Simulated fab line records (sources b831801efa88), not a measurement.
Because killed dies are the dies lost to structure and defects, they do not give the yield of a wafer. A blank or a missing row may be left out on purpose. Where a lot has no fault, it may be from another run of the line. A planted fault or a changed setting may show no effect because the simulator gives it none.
fab line records	flow sky130
record: lots: 13	wafers: 39	last-day: 50
route steps=708 shown FIELD_ISO@26 POLY_GATE@229 LI_CONTACT@383 CONTACT@420
lots that met no fault: taken from a fault-free run of the same line
start-h: hours from the record's first day to the start of the lot's first wafer shown	wait-h: hours elapsed since this lot's preceding step	" same as the row above	L1.1+2: several wafers, shown together as one row	- no value, or no start was given	* or withheld: withheld	< > ~ a bound
route shown NAME@n: names a module that has steps shown in the file, with the first one's number in the route	usual: mean and standard deviation over wafers with no fault	same: alike in all rows	chamber/n: place in a boat	sites: per-site readings	_std_site: the standard deviation of these	_edge_site: outer sites' mean less inner sites'	radius-mm: how far each site lies from the wafer's centre	mask NAME#n: copy n	behind: the last tool/chamber to shape the wafer	hold: why the lot went on hold/how many hours it stayed there/how the hold came to an end	device: which transistor (n, p or np) failed to switch	end of line: the same wafers' tests at the end of the route	for a step that has no rows: nothing shown but its recipe	killed: dies lost to structure and defects at the first sort, not the wafer's yield	map: dies across one wafer; x = killed, . = not, _ = none there
set.NAME: the run value of the setting; set.NAME@STEP: its run value at that earlier step	model.NAME: the simulator's own value behind a step, which no gauge read
route steps across a sampled set of lots; one table per step, one row per wafer
services: the hour from which a tool's chamber was out of use, counted from the record's first day as start-h (under 0 if before that day), plus the number of hours and why
== steps ==
step: SKY_FIELD_ISO_THK_MEAS_25
recipe: reads: SiO2_of_FIELD_ISO_CVD_24
usual: FIELD_ISO_CVD_24_THK: 593/6.7
lot.wafer	tool	chamber	start-h	wait-h	FIELD_ISO_CVD_24_THK[nm]
L167.1	film-metro-03	-	31.83	0.0	595
L167.4	"	-	"	"	596
L167.6	"	-	"	"	580
L168.2	film-metro-03	-	38.79	0.0	599
L168.5	"	-	"	"	594
L168.6	"	-	"	"	604
L169.2	film-metro-01	-	41.91	0.0	591
L169.4	"	-	"	"	588
L169.5	"	-	"	"	580
L170.2	film-metro-01	-	45.76	0.0	588
L170.4	"	-	"	"	590
L170.6	"	-	"	"	596
L174.2	film-metro-03	-	73.63	0.0	592
L174.3	"	-	"	"	596
L174.5	"	-	"	"	589
L179.3	film-metro-03	-	95.75	0.1	599
L179.4	"	-	"	"	595
L179.5	"	-	"	"	599
L181.1	film-metro-03	-	104.40	0.0	587
L181.2	"	-	"	"	589
L181.3	"	-	"	"	590
L182.2	film-metro-01	-	109.06	0.0	580
L182.5	"	-	"	"	575
L182.6	"	-	"	"	586
L184.1	film-metro-03	-	120.18	0.0	593
L184.3	"	-	"	"	598
L184.5	"	-	"	"	599
L185.4	film-metro-03	-	126.36	0.1	597
L185.5	"	-	"	"	594
L185.6	"	-	"	"	596
L187.1	film-metro-01	-	134.94	0.0	601
L187.2	"	-	"	"	606
L187.6	"	-	"	"	601
L188.2	film-metro-02	-	141.72	0.0	585
L188.4	"	-	"	"	590
L188.5	"	-	"	"	583
L189.1	film-metro-02	-	146.60	0.0	592
L189.2	"	-	"	"	606
L189.5	"	-	"	"	599
step: SKY_POLY_GATE_ETCH_15
recipe: chemistry: N2/H2	target: BARC	ion-energy-ev: 200	source-w: 500	bias-w: 100	pressure-mtorr: 30	n2-flow-sccm: 100	h2-flow-sccm: 200	stop-on: SiO2	time-s: 118.5	target-depth-a: 1100
usual: bias-w: 99.9/0.31	drypump-motor-current-A: 5.7/0.48	oes-product-au: 0.717/0.0047	throttle-valve-pct: 13.213/0.0097
lot.wafer	tool	chamber	start-h	wait-h	bias-w	drypump-motor-current-A	oes-product-au	rf-hours-counter-h	throttle-valve-pct
L167.1	rie-diel-01	2	368.27	0.0	99.8	5.6	0.721	4	13.217
L167.4	"	0	"	"	99.6	5.6	0.724	2	13.221
L167.6	"	1	"	"	100.3	5.0	0.715	-	13.200
L168.2	rie-diel-04	2	378.43	0.0	100.1	6.1	0.716	38	13.233
L168.5	"	0	"	"	99.9	5.6	0.713	-	13.226
L168.6	"	1	"	"	99.5	5.2	0.717	-	13.212
L169.2	rie-diel-01	2	379.26	0.0	100.1	5.6	0.718	4	13.202
L169.4	"	3	"	"	99.6	5.5	0.722	113	13.229
L169.5	"	3	"	"	99.5	5.5	0.718	-	13.209
L170.2	rie-diel-04	3	393.20	0.0	99.8	5.2	0.712	82	13.218
L170.4	"	0	"	"	99.9	5.6	0.721	-	13.207
L170.6	"	1	"	"	99.8	5.1	0.714	-	13.197
L174.2	rie-diel-01	3	442.83	0.0	74.1	5.5	0.715	1	13.221
L174.3	"	0	"	"	73.6	5.6	0.725	4	13.217
L174.5	"	0	"	"	73.6	5.6	0.721	-	13.214
L179.3	rie-diel-01	2	480.06	0.0	74.4	5.6	0.711	6	13.202
L179.4	"	1	"	"	74.1	4.9	0.712	-	13.205
L179.5	"	0	"	"	74.2	5.6	0.721	-	13.218
L181.1	rie-diel-03	3	490.28	0.0	99.2	6.0	0.723	0	13.204
L181.2	"	2	"	"	99.7	5.9	0.720	35	13.211
L181.3	"	1	"	"	99.7	6.6	0.714	55	13.216
L182.2	rie-diel-03	1	499.80	0.0	100.2	6.6	0.725	55	13.220
L182.5	"	1	"	"	100.4	6.6	0.723	-	13.207
L182.6	"	2	"	"	100.0	5.9	0.716	-	13.238
L184.1	rie-diel-03	2	518.11	0.0	99.9	5.9	0.717	35	13.222
L184.3	"	0	"	"	99.7	6.3	0.723	6	13.236
L184.5	"	0	"	"	100.1	6.3	0.726	-	13.224
L185.4	rie-diel-03	3	528.23	0.0	99.4	5.9	0.706	1	13.224
L185.5	"	2	"	"	99.8	5.9	0.723	-	13.209
L185.6	"	1	"	"	100.0	6.6	0.717	-	13.226
L187.1	rie-diel-04	2	540.11	0.0	100.2	6.1	0.713	41	13.223
L187.2	"	3	"	"	100.4	5.2	0.723	84	13.204
L187.6	"	1	"	"	99.6	5.2	0.707	-	13.212
L188.2	rie-diel-04	1	567.46	0.0	99.8	5.1	0.715	8	13.208
L188.4	"	2	"	"	100.2	6.1	0.711	-	13.201
L188.5	"	0	"	"	100.2	5.5	0.718	-	13.216
L189.1	rie-diel-01	0	568.90	0.0	100.0	5.6	0.719	7	13.204
L189.2	"	2	"	"	100.2	5.6	0.724	8	13.209
L189.5	"	1	"	"	99.5	5.0	0.715	-	13.197
step: SKY_LI_CONTACT_CVD_21
recipe: material: W	target-thk-nm: 400	time-s: 120.56	temp-c: 400	pressure-torr: 40
usual: heater-power-w: 889/86
lot.wafer	tool	chamber	start-h	wait-h	heater-power-w
L167.1	cvd-w-02	0	674.61	0.0	1045
L167.4	"	0	"	"	1020
L167.6	"	1	"	"	864
L168.2	cvd-w-01	1	682.51	0.0	881
L168.5	"	0	"	"	818
L168.6	"	1	"	"	839
L169.2	cvd-w-02	1	682.86	0.0	876
L169.4	"	1	"	"	866
L169.5	"	1	"	"	859
L170.2	cvd-w-01	1	697.71	0.0	856
L170.4	"	1	"	"	877
L170.6	"	1	"	"	872
L174.2	cvd-w-01	0	743.09	0.0	806
L174.3	"	1	"	"	848
L174.5	"	0	"	"	819
L179.3	cvd-w-02	1	777.10	0.1	869
L179.4	"	0	"	"	1050
L179.5	"	1	"	"	853
L181.1	cvd-w-02	1	787.25	0.0	856
L181.2	"	0	"	"	1019
L181.3	"	0	"	"	1038
L182.2	cvd-w-01	1	794.25	0.0	876
L182.5	"	1	"	"	869
L182.6	"	0	"	"	788
L184.1	cvd-w-01	0	810.15	0.0	807
L184.3	"	1	"	"	881
L184.5	"	0	"	"	821
L185.4	cvd-w-01	1	820.49	0.1	863
L185.5	"	0	"	"	804
L185.6	"	1	"	"	859
L187.1	cvd-w-02	0	833.09	0.0	1040
L187.2	"	1	"	"	874
L187.6	"	0	"	"	1058
L188.2	cvd-w-01	0	854.05	0.0	803
L188.4	"	0	"	"	798
L188.5	"	0	"	"	808
L189.1	cvd-w-02	1	854.36	0.0	864
L189.2	"	0	"	"	1038
L189.5	"	0	"	"	1037
step: SKY_CONTACT_CD_MEAS_14
recipe: target-cd-nm: 170
usual: cd-nm: 170.4/1.6
lot.wafer	tool	chamber	start-h	wait-h	cd-nm
L167.1	cd-sem-02	-	733.06	-	168.6
L167.4	"	-	"	"	168.4
L167.6	"	-	"	"	169.5
L168.2	cd-sem-02	-	740.47	-	169.8
L168.5	"	-	"	"	171.6
L168.6	"	-	"	"	170.8
L169.2	cd-sem-02	-	740.95	-	173.1
L169.4	"	-	"	"	171.4
L169.5	"	-	"	"	173.4
L170.2	cd-sem-01	-	755.62	-	171.2
L170.4	"	-	"	"	172.2
L170.6	"	-	"	"	171.4
L174.2	cd-sem-02	-	798.93	-	171.9
L174.3	"	-	"	"	171.7
L174.5	"	-	"	"	172.1
L179.3	cd-sem-01	-	831.47	-	165.3
L179.4	"	-	"	"	168.8
L179.5	"	-	"	"	168.3
L181.1	cd-sem-02	-	842.53	-	168.8
L181.2	"	-	"	"	170.6
L181.3	"	-	"	"	168.4
L182.2	cd-sem-01	-	849.78	-	169.7
L182.5	"	-	"	"	171.7
L182.6	"	-	"	"	170.9
L184.1	cd-sem-01	-	865.11	-	170.1
L184.3	"	-	"	"	169.1
L184.5	"	-	"	"	169.5
L185.4	cd-sem-01	-	874.86	-	169.9
L185.5	"	-	"	"	169.1
L185.6	"	-	"	"	169.5
L187.1	cd-sem-02	-	888.33	-	170.0
L187.2	"	-	"	"	170.1
L187.6	"	-	"	"	169.1
L188.2	cd-sem-01	-	907.33	-	168.6
L188.4	"	-	"	"	169.1
L188.5	"	-	"	"	170.0
L189.1	cd-sem-01	-	908.50	-	166.4
L189.2	"	-	"	"	169.4
L189.5	"	-	"	"	167.2
== services ==
tool	chamber	start-h	hours	kind
rie-diel-03	1	345.12	7.7	repair
cvd-w-01	-	345.20	6.9	pm
rie-diel-03	0	358.38	1.8	repair
rie-diel-03	0	377.19	3.8	repair
rie-diel-03	2	388.32	4.1	repair
cvd-w-02	-	390.00	14.0	pm
cvd-w-01	-	390.54	2.7	repair
rie-diel-04	2	391.33	5.8	repair
rie-diel-01	1	450.70	10.2	repair
rie-diel-01	3	459.61	6.3	repair
rie-diel-01	3	479.71	2.6	repair
cvd-w-02	1	488.30	2.9	repair
cvd-w-02	0	491.03	8.9	repair
cvd-w-01	-	508.56	2.8	pm
cvd-w-01	0	529.46	3.7	repair
rie-diel-01	0	607.92	13.9	repair
rie-diel-01	3	608.68	4.2	repair
rie-diel-01	0	622.67	9.8	repair
rie-diel-01	3	634.01	9.6	repair
cvd-w-01	0	660.02	6.9	repair
rie-diel-01	0	675.83	2.0	repair
cvd-w-01	-	699.00	0.5	repair
cvd-w-01	0	714.27	13.4	repair
cvd-w-02	-	736.46	11.6	repair
== key ==
first-sign: step: SKY_POLY_GATE_ETCH_15	reading: bias-w	direction: down	sigmas: 83	usual: 99.9	struck: 74.0
effect none on later readings
met-at SKY_POLY_GATE_ETCH_15
struck-lots L174,L179
tester-left-out L174,L179
not-acting-at SKY_FIELD_ISO_THK_MEAS_25,SKY_LI_CONTACT_CVD_21,SKY_CONTACT_CD_MEAS_14
onset-between 379.26 442.83
fault: kind: process-parameter-drift	tool: rie-diel-01	chamber: -	onset-h: 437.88	steps: SKY_POLY_GATE_ETCH_15	channel: bias-w	offset: -25.807	shape: step	end-h: 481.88	acts-in: these-recipes-only	stated: 100
tester-left-out: of these lots the tester's yield and bins aren't shown, on N5 and GAA mostly nor the transistor test; their killed dies are dies lost to structure and defects alone, not to doping, threshold or leakage, so they don't give the yield
